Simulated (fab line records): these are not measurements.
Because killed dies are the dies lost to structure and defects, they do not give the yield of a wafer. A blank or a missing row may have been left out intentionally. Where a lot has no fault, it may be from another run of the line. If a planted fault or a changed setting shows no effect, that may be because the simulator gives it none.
Which tool is to blame? + flow sky130 + 14 lots with 38 wafers sampled at 6 steps, on a route of 708 steps

== WHAT THE GAUGES READ, wafer by wafer ==
SKY_DNWELL_TW_MEAS_09.
| lot  | measured    | on            | DNWELL_TW      |
|------|-------------|---------------|----------------|
| L195 | day 3 18:09 | film metro-01 | 1115 1116 1109 |
| L196 | day 3 21:45 | film metro-01 | 1122 1126 1130 |
| L197 | day 3 21:04 | film metro-01 | 1118 1124 1121 |
| L198 | day 4 05:09 | film metro-03 | 1118 1112 1117 |
| L199 | day 4 05:14 | film metro-04 | 1105 1106 1104 |
| L200 | day 4 15:01 | film metro-03 | 1107 1102 1103 |
| L201 | day 4 17:09 | film metro-04 | 1112 1101 1110 |
| L202 | day 4 18:53 | film metro-01 | 1130 1129 1130 |
| L205 | day 5 13:00 | film metro-04 | 1120 1121 1116 |
| L207 | day 5 22:49 | film metro-01 | 1129 1127 1128 |
| L209 | day 6 10:21 | film metro-01 | 1126 1121 1121 |
| L212 | day 6 22:48 | film metro-04 | 1107 1113 1101 |
| L216 | day 7 20:10 | film metro-03 | 1111           |
| L218 | day 8 14:28 | film metro-03 | 1107           |

SKY_VT_ADJUST_LVTN_OVL_MEAS_18.
| lot  | measured     | on         | VT_ADJUST_LVTN_01_OVL (nm) |
|------|--------------|------------|----------------------------|
| L195 | day 8 08:24  | overlay-01 | 0.7 -1.0 -0.7              |
| L196 | day 8 14:31  | overlay-02 | 0.7 0.6 0.1                |
| L197 | day 8 14:29  | overlay-01 | -1.8 0.1 1.6               |
| L198 | day 9 01:21  | overlay-02 | 0.9 1.7 1.3                |
| L199 | day 9 02:12  | overlay-01 | -2.4 -1.1 -0.4             |
| L200 | day 9 14:11  | overlay-02 | -0.7 0.0 1.0               |
| L201 | day 9 14:33  | overlay-02 | -0.8 -1.3 -2.5             |
| L202 | day 9 16:18  | overlay-01 | -1.2 -0.5 0.9              |
| L205 | day 10 16:42 | overlay-02 | 1.6 1.1 0.8                |
| L207 | day 11 04:25 | overlay-02 | 0.0 0.9 -1.3               |
| L209 | day 11 18:45 | overlay-01 | -0.9 1.6 -0.6              |
| L212 | day 12 11:06 | overlay-02 | -2.5 -2.7 -3.6             |

SKY_VT_ADJUST_NCORE_OVL_MEAS_08.
| lot  | measured     | on         | VT_ADJUST_NCORE_OVL (nm) |
|------|--------------|------------|--------------------------|
| L195 | day 9 06:05  | overlay-01 | -0.2 1.1 2.8             |
| L196 | day 9 11:53  | overlay-01 | -1.3 -1.1 0.1            |
| L197 | day 9 11:49  | overlay-02 | -0.1 0.1 1.4             |
| L198 | day 9 23:31  | overlay-02 | -1.6 -0.6 -2.6           |
| L199 | day 9 23:53  | overlay-02 | -2.4 -1.8 -1.6           |
| L200 | day 10 12:57 | overlay-01 | -2.4 -2.6 -1.2           |
| L201 | day 10 13:14 | overlay-01 | 0.1 0.2 -0.6             |
| L202 | day 10 14:32 | overlay-01 | -3.5 -1.0 -3.1           |
| L205 | day 11 16:34 | overlay-02 | -2.2 -2.2 0.0            |
| L207 | day 12 05:12 | overlay-01 | -0.9 -1.5 -1.0           |
| L209 | day 12 18:33 | overlay-01 | 0.1 0.7 0.6              |
| L212 | day 13 12:20 | overlay-02 | -1.1 1.7 -0.3            |

== EACH LOT AND THE TOOL THAT RAN IT (in order: tool; ch and the chambers of the sampled wafers; start) ==
| lot  | SKY_FIELD_ISO_ETCH_14             | SKY_FIELD_ISO_ETCH_15             | SKY_FIELD_ISO_STRIP_16              |
|------|-----------------------------------|-----------------------------------|-------------------------------------|
| L195 | rie diel-03 ch 0,2, day 2 06:06   | rie diel-03 ch 0,2, day 2 06:08   | plasma asher-03 ch 0,1, day 2 06:12 |
| L196 | rie diel-04 ch 0,2, day 2 14:15   | rie diel-04 ch 0,2, day 2 14:17   | plasma asher-01 ch 0,1, day 2 14:23 |
| L197 | rie diel-02 ch 0,1,3, day 2 14:25 | rie diel-02 ch 0,1,3, day 2 14:28 | plasma asher-02 ch 0,1, day 2 14:31 |
| L198 | rie diel-04 ch 0,2,3, day 3 04:32 | rie diel-04 ch 0,2,3, day 3 04:35 | plasma asher-03 ch 0,1, day 3 04:43 |
| L199 | rie diel-03 ch 0,1,3, day 3 04:45 | rie diel-03 ch 0,1,3, day 3 04:47 | plasma asher-03 ch 0,1, day 3 04:51 |
| L200 | rie diel-02 ch 0,1,2, day 3 15:18 | rie diel-02 ch 0,1,2, day 3 15:20 | plasma asher-02 ch 0,1, day 3 15:26 |
| L201 | rie diel-03 ch 1,2, day 3 15:32   | rie diel-03 ch 1,2, day 3 15:35   | plasma asher-03 ch 0,1, day 3 15:38 |
| L202 | rie diel-02 ch 0,2,3, day 3 18:30 | rie diel-02 ch 0,2,3, day 3 18:32 | plasma asher-03 ch 0,1, day 3 18:36 |
| L205 | rie diel-02 ch 0,3, day 4 11:10   | rie diel-02 ch 0,3, day 4 11:13   | plasma asher-03 ch 0,1, day 4 11:16 |
| L207 | rie diel-03 ch 1,3, day 4 22:37   | rie diel-03 ch 1,3, day 4 22:39   | plasma asher-01 ch 0,1, day 4 22:44 |
| L209 | rie diel-02 ch 0,2, day 5 05:43   | rie diel-02 ch 0,2, day 5 05:46   | plasma asher-01 ch 1, day 5 05:49   |
| L212 | rie diel-02 ch 0,2,3, day 5 21:03 | rie diel-02 ch 0,2,3, day 5 21:05 | plasma asher-03 ch 0,1, day 5 21:09 |
| L216 | rie diel-03 ch 3, day 6 17:49     | rie diel-03 ch 3, day 6 17:52     | plasma asher-02 ch 0, day 6 17:58   |
| L218 | rie diel-03 ch 1, day 7 05:37     | rie diel-03 ch 1, day 7 05:40     | plasma asher-03 ch 0, day 7 05:46   |
- SKY_FIELD_ISO_ETCH_14: etches BARC in N2/H2, stops on SiO2, time 45.9 s, target depth 60 nm.
- SKY_FIELD_ISO_ETCH_15: etches the open film in CHF3/O2, stops on Si, target depth 180 nm, time 72 s.
- SKY_FIELD_ISO_STRIP_16: strips in O2/N2.

== AS READ BY THE TOOLS THEMSELVES (means over the sampled wafers that have a number; for cases with no such wafer, the mark the record gives instead) ==
SKY_FIELD_ISO_ETCH_14.
| lot  | tool        | drypump motor current A (A) | oes product au (a.u.) | run length s (s) | throttle valve pct (%) |
|------|-------------|-----------------------------|-----------------------|------------------|------------------------|
| L195 | rie diel-03 | 5.5                         | 0.856                 | 74.2             | 13.227                 |
| L196 | rie diel-04 | 5.5                         | 0.858                 | 74.0             | 13.220                 |
| L197 | rie diel-02 | 5.5                         | 0.853                 | 74.0             | 13.227                 |
| L198 | rie diel-04 | 5.3                         | 0.856                 | 74.0             | 13.220                 |
| L199 | rie diel-03 | 5.8                         | 0.856                 | 74.5             | 13.232                 |
| L200 | rie diel-02 | 5.2                         | 0.859                 | 74.0             | 13.228                 |
| L201 | rie diel-03 | 5.6                         | 0.858                 | 74.7             | 13.230                 |
| L202 | rie diel-02 | 5.4                         | 0.852                 | 73.9             | 13.219                 |
| L205 | rie diel-02 | 5.8                         | 0.855                 | 74.1             | 13.230                 |
| L207 | rie diel-03 | 5.7                         | 0.855                 | 74.5             | 13.225                 |
| L209 | rie diel-02 | 5.1                         | 0.856                 | 73.9             | 13.231                 |
| L212 | rie diel-02 | 5.4                         | 0.855                 | 74.1             | 13.223                 |
| L216 | rie diel-03 | 5.7                         | 0.997                 | 40.6             | 13.256                 |
| L218 | rie diel-03 | 5.7                         | 1.007                 | 41.0             | 13.233                 |

SKY_FIELD_ISO_ETCH_15.
| lot  | tool        | drypump motor current A (A) | oes product au (a.u.) | run length s (s) | throttle valve pct (%) |
|------|-------------|-----------------------------|-----------------------|------------------|------------------------|
| L195 | rie diel-03 | 5.5                         | 0.950                 | 100.4            | 8.839                  |
| L196 | rie diel-04 | 5.5                         | 0.937                 | 100.1            | 8.838                  |
| L197 | rie diel-02 | 5.6                         | 0.937                 | 99.9             | 8.848                  |
| L198 | rie diel-04 | 5.3                         | 0.950                 | 100.4            | 8.843                  |
| L199 | rie diel-03 | 5.7                         | 0.951                 | 100.4            | 8.854                  |
| L200 | rie diel-02 | 5.2                         | 0.942                 | 99.8             | 8.840                  |
| L201 | rie diel-03 | 5.6                         | 0.952                 | 100.7            | 8.847                  |
| L202 | rie diel-02 | 5.4                         | 0.948                 | 100.1            | 8.842                  |
| L205 | rie diel-02 | 5.8                         | 0.941                 | 100.0            | 8.838                  |
| L207 | rie diel-03 | 5.7                         | 0.944                 | 100.7            | 8.842                  |
| L209 | rie diel-02 | 5.1                         | 0.934                 | 100.1            | 8.841                  |
| L212 | rie diel-02 | 5.4                         | 0.942                 | 99.9             | 8.855                  |
| L216 | rie diel-03 | 5.7                         | 0.382                 | 100.2            | 8.664                  |
| L218 | rie diel-03 | 5.7                         | 0.371                 | 101.0            | 8.667                  |

SKY_FIELD_ISO_STRIP_16.
| lot  | tool            | drypump motor current A (A) | o2 flow sccm (sccm) | oes product au (a.u.) | strip time to endpoint s (s) |
|------|-----------------|-----------------------------|---------------------|-----------------------|------------------------------|
| L195 | plasma asher-03 | 5.8                         | 2991                | 0.383                 | 3.577                        |
| L196 | plasma asher-01 | 5.8                         | 3004                | 0.380                 | 3.611                        |
| L197 | plasma asher-02 | 6.0                         | 3006                | 0.384                 | 3.578                        |
| L198 | plasma asher-03 | 5.9                         | 3006                | 0.378                 | 3.558                        |
| L199 | plasma asher-03 | 5.8                         | 3005                | 0.379                 | 3.578                        |
| L200 | plasma asher-02 | 5.6                         | 3004                | 0.379                 | 3.597                        |
| L201 | plasma asher-03 | 5.9                         | 2995                | 0.376                 | 3.550                        |
| L202 | plasma asher-03 | 5.8                         | 3000                | 0.380                 | 3.583                        |
| L205 | plasma asher-03 | 5.8                         | 2996                | 0.376                 | 3.567                        |
| L207 | plasma asher-01 | 5.7                         | 3001                | 0.380                 | 3.561                        |
| L209 | plasma asher-01 | 5.7                         | 3001                | 0.381                 | 3.600                        |
| L212 | plasma asher-03 | 5.8                         | 3001                | 0.377                 | 3.567                        |
| L216 | plasma asher-02 | 6.4                         | 2996                | 0.388                 | 3.869                        |
| L218 | plasma asher-03 | 6.0                         | 2983                | 0.398                 | 3.958                        |

== THE ANSWER, worked out from the rows above alone ==
Rule: usual is defined by the lots themselves. Put in order of their means at a reading, lots are off if they are a third of the lots or fewer, leave a main group of 4 or more, and stand apart from it by a gap of 3 or more times the standard deviation of the main group's means; of several such gaps the widest counts. A main group whose means are all the same, to the digits that the tables above print for the reading, isn't used. A lot without any number at a reading at which 4 lots or more have one is off too. The other lots that the step has rows for count as sound. Order of review: gauges by route order, followed by the tools' own readings, for which a lot's mean as printed above is used. The first step at which some lot is off is used, and at that step the reading that is off furthest; a lot without a number counts as furthest.
Off at SKY_FIELD_ISO_ETCH_14 (run length s): L216, L218. For the main group the mean is 74.2 s and the standard deviation 0.25.
If a tool, at that step or one of the process steps before it, ran each lot that is off and ran no sound lot following the first of them, it fits. One fits: SKY_FIELD_ISO_ETCH_14 on rie diel-03. Its last sound lot is L207 (day 4 22:37), its first lot that is off L216 (day 6 17:49): a fault that began between those two fits.
The tool's own readings at SKY_FIELD_ISO_ETCH_14 bear it out: on the lots that are off they differ by more than 5 times the standard deviation of the sound lots' means. oes product au reads 1.002 a.u. there against 0.856 a.u. on the sound lots; run length s reads 40.8 s there against 74.2 s on the sound lots.

== WHAT WAS PUT IN BY THE SIMULATOR ==
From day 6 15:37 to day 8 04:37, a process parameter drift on rie diel-03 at SKY_FIELD_ISO_ETCH_14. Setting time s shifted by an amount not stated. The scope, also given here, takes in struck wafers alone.
Struck lots among those shown: L216, L218. The same result came from the rule above.
